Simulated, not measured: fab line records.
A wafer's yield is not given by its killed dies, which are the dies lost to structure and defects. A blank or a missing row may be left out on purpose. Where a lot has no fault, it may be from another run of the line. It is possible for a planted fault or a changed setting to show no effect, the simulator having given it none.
Comparing a struck lot with a sound one ; flow sfq-line ; 42 out of 325 route steps
Sound: wafers L476.2, L476.5, L476.6. Struck: wafer L482.4. (L482.2, L482.6 of the same lot were not struck and are left out.) The cause comes at the end.
At each step with rows: each side's tool, then ch and its chambers, then its first start. Under that, the readings that differ: sound wafers ; struck wafers ; difference of the means ; sigmas: that difference in standard deviations of wafers without a fault.
alike: readings with means less than 2 such deviations apart, plus words and numbers identical on both sides. not compared: withheld readings, readings lacking a value on some wafer, bounds such as >300 that could conceal the same value, and numbers that have no deviation in the record and whose values overlap.
A row with sigmas, a row that says differs or no value, or rows on one side alone: a step with any of these is where the two part. When numbers do not overlap yet have no deviation, they are printed without sigmas and do not part them. A reading that every wafer of one side lacks parts them only if that side has two wafers or more.

first, 6 steps without rows for these wafers: SFQ_TRILAYER_I4_VIA_LITHO_COAT_108 (resist thk 62 nm); SFQ_TRILAYER_I4_VIA_LITHO_COAT_103 (resist thk 650 nm); SFQ_TRILAYER_I4_VIA_LITHO_SOFTBAKE_107; SFQ_TRILAYER_I4_VIA_LITHO_EXPOSE_104 (exposes mask I4, target cd 700 nm); SFQ_TRILAYER_I4_VIA_LITHO_PEB_106 (peb time 60 s); SFQ_TRILAYER_I4_VIA_LITHO_DEVELOP_105 (time 60 s).
SFQ_I4_OVL_MEAS_928:
  sound on overlay-02 at day 62 19:54; struck on overlay-02 at day 63 11:30
  alike: I4_OVL
then, 1 step without rows for these wafers: SFQ_TRILAYER_I4_VIA_BARC_OPEN_VIA_ETCH_146 (etches BARC in O2, target depth 125 nm, time 41.7 s).
SFQ_TRILAYER_I4_VIA_ETCH_VIA_ETCH_106: etches SiO2 in CHF3, stops on Nb, target depth 260 nm.
  sound on rie-diel-02 ch 1,2,3, day 62 19:58; struck on rie-diel-02 ch 0, day 63 11:34
reading;sound;struck;difference;sigmas
chamber-pressure-mTorr (mTorr);30.019 29.962 30.087;29.931;-0.092;-3
  alike: drypump-motor-current-A, oes-product-au
then, 3 steps without rows for these wafers: SFQ_TRILAYER_I4_VIA_STRIP_STRIP_107 (strips in O2); SFQ_TRILAYER_I4_VIA_STRIP_SOLV_CLEAN_108 (cleans in NMP, time 600 s); SFQ_TRILAYER_JJ_TRILAYER_DEP_PRE_CLEAN_113 (time 22.5 s).
SFQ_TRILAYER_JJ_TRILAYER_DEP_SPUTTER_109: material Nb, target thk 150 nm, time 100 s.
  sound on pvd-sputter-04 at day 62 20:53; struck on pvd-sputter-03 at day 63 12:29
reading;sound;struck;difference;sigmas
cathode-dc-power-W (W);2000.1 2000.1 2000.2;2543.4;+543.3;+99 or more
model.Nb_of_TRILAYER_JJ_TRILAYER_DEP_SPUTTER_109.thk-nm (nm);152.6 150.6 150.7;190.8;+39.5;
  alike: throttle-valve-pct
then, 2 steps without rows for these wafers: SFQ_TRILAYER_JJ_TRILAYER_DEP_SPUTTER_110 (material Al, target thk 8 nm, time 10 s); SFQ_TRILAYER_JJ_TRILAYER_DEP_AL_OXIDATION_111 (oxidation time 600 s).
SFQ_TRILAYER_JJ_TRILAYER_DEP_SPUTTER_112: material Nb, target thk 170 nm, time 113.3 s.
  sound on pvd-sputter-04 at day 62 21:59; struck on pvd-sputter-03 at day 63 13:35
  alike: cathode-dc-power-W, throttle-valve-pct
SFQ_JJ_RS_MEAS_929: the measuring method here is four-point-probe.
  sound on film-metro-01 at day 62 22:05; struck on film-metro-04 at day 63 13:41
  alike: JJ_NB_RS
then, 6 steps without rows for these wafers: SFQ_TRILAYER_JJ_CE_LITHO_COAT_119 (resist thk 62 nm); SFQ_TRILAYER_JJ_CE_LITHO_COAT_114 (resist thk 600 nm); SFQ_TRILAYER_JJ_CE_LITHO_SOFTBAKE_118; SFQ_TRILAYER_JJ_CE_LITHO_EXPOSE_115 (exposes mask J5, target cd 700 nm); SFQ_TRILAYER_JJ_CE_LITHO_PEB_117 (peb time 60 s); SFQ_TRILAYER_JJ_CE_LITHO_DEVELOP_116 (time 60 s).
SFQ_JJ_OVL_MEAS_931:
  sound on overlay-02 at day 63 07:54; struck on overlay-02 at day 64 06:02
  alike: J5_OVL
SFQ_TRILAYER_JJ_CE_METRO_MEASURE_117:
  sound on cd-sem-01 at day 63 08:08; struck on cd-sem-01 at day 64 06:16
  alike: cd-nm
SFQ_TRILAYER_JJ_CE_BARC_OPEN_RIE_150: chemistry O2, target BARC, target depth 240 nm, time 80 s.
  sound on rie-metal-03 ch 0,1, day 63 09:08; struck on rie-metal-04 ch 1, day 64 07:16
reading;sound;struck;difference;sigmas
drypump-motor-current-A (A);6.6 5.7 6.6;5.2;-1.1;-2
oes-product-au (a.u.);0.535 0.538 0.539;0.548;+0.011;+2
  alike: chamber-pressure-mTorr
  not compared: rf-hours-counter-h
then, 2 steps without rows for these wafers: SFQ_TRILAYER_JJ_CE_ETCH_RIE_118 (chemistry SF6, target Nb, stops on Al2O3, time 97.7 s, target depth 170 nm); SFQ_TRILAYER_JJ_ANODIZE_ANODIZE_119.
SFQ_TRILAYER_JJ_CE_STRIP_STRIP_120: strips in O2.
  sound on rie-metal-03 ch 0,1, day 63 09:50; struck on rie-metal-02 ch 1, day 64 07:58
  alike: chamber-pressure-mTorr, drypump-motor-current-A, oes-product-au
  not compared: rf-hours-counter-h
then, 7 steps without rows for these wafers: SFQ_TRILAYER_JJ_CE_STRIP_SOLV_CLEAN_121 (cleans in NMP, time 600 s); SFQ_TRILAYER_M5_LITHO_COAT_128 (resist thk 62 nm); SFQ_TRILAYER_M5_LITHO_COAT_123 (resist thk 600 nm); SFQ_TRILAYER_M5_LITHO_SOFTBAKE_127; SFQ_TRILAYER_M5_LITHO_EXPOSE_124 (exposes mask M5, target cd 700 nm); SFQ_TRILAYER_M5_LITHO_PEB_126 (peb time 60 s); SFQ_TRILAYER_M5_LITHO_DEVELOP_125 (time 60 s).
-- the record jumps here: 5 days lie between the struck wafers' starts before and after --
SFQ_M5_OVL_MEAS_932:
  sound on overlay-02 at day 67 16:44; struck on overlay-02 at day 69 04:46
  alike: M5_OVL
then, 1 step without rows for these wafers: SFQ_TRILAYER_M5_BARC_OPEN_METAL_ETCH_161 (etches BARC in O2, target depth 125 nm, time 41.7 s).
SFQ_TRILAYER_M5_ETCH_METAL_ETCH_126: etches Nb in Cl2/BCl3, stops on SiO2, time 203.2 s, target depth 265 nm.
  sound on rie-metal-04 ch 0,1, day 67 16:49; struck on rie-metal-04 ch 0, day 69 04:51
reading;sound;struck;difference;sigmas
oes-product-au (a.u.);0.742 0.729 0.729;0.824;+0.091;+16
model.etch.depth-nm (nm);152.6 150.6 150.7;190.8;+39.5;
model.M5.feature-depth-nm (nm);164.8 162.8 163.1;202.8;+39.2;
  alike: chamber-pressure-mTorr, drypump-motor-current-A
  not compared: rf-hours-counter-h
then, 2 steps without rows for these wafers: SFQ_TRILAYER_M5_STRIP_STRIP_127 (strips in O2); SFQ_TRILAYER_M5_STRIP_SOLV_CLEAN_128 (cleans in NMP, time 600 s).
-- the record jumps here: 20 days lie between the struck wafers' starts before and after --
SFQ_M8_BOW_MEAS_951:
  sound on film-metro-03 at day 81 23:00; struck on film-metro-02 at day 89 11:26
reading;sound;struck;difference;sigmas
M8_BOW (um);14 7 17;51;+38;+3
model.etest.m5.ohm-um;1.673 1.695 1.691;1.334;-0.352;
model.etest.i4.link-ohm;2.154 2.166 2.166;1.909;-0.253;
model.etest.m5.ohm-sq;1.169 1.184 1.183;0.935;-0.244;
model.etest.i5.link-ohm;2.23 2.255 2.257;2.023;-0.224;

WHERE THEY PART
At SFQ_TRILAYER_I4_VIA_ETCH_VIA_ETCH_106 first; at SFQ_M8_BOW_MEAS_951 last (within this record only).

WHY: the cause the simulator had injected
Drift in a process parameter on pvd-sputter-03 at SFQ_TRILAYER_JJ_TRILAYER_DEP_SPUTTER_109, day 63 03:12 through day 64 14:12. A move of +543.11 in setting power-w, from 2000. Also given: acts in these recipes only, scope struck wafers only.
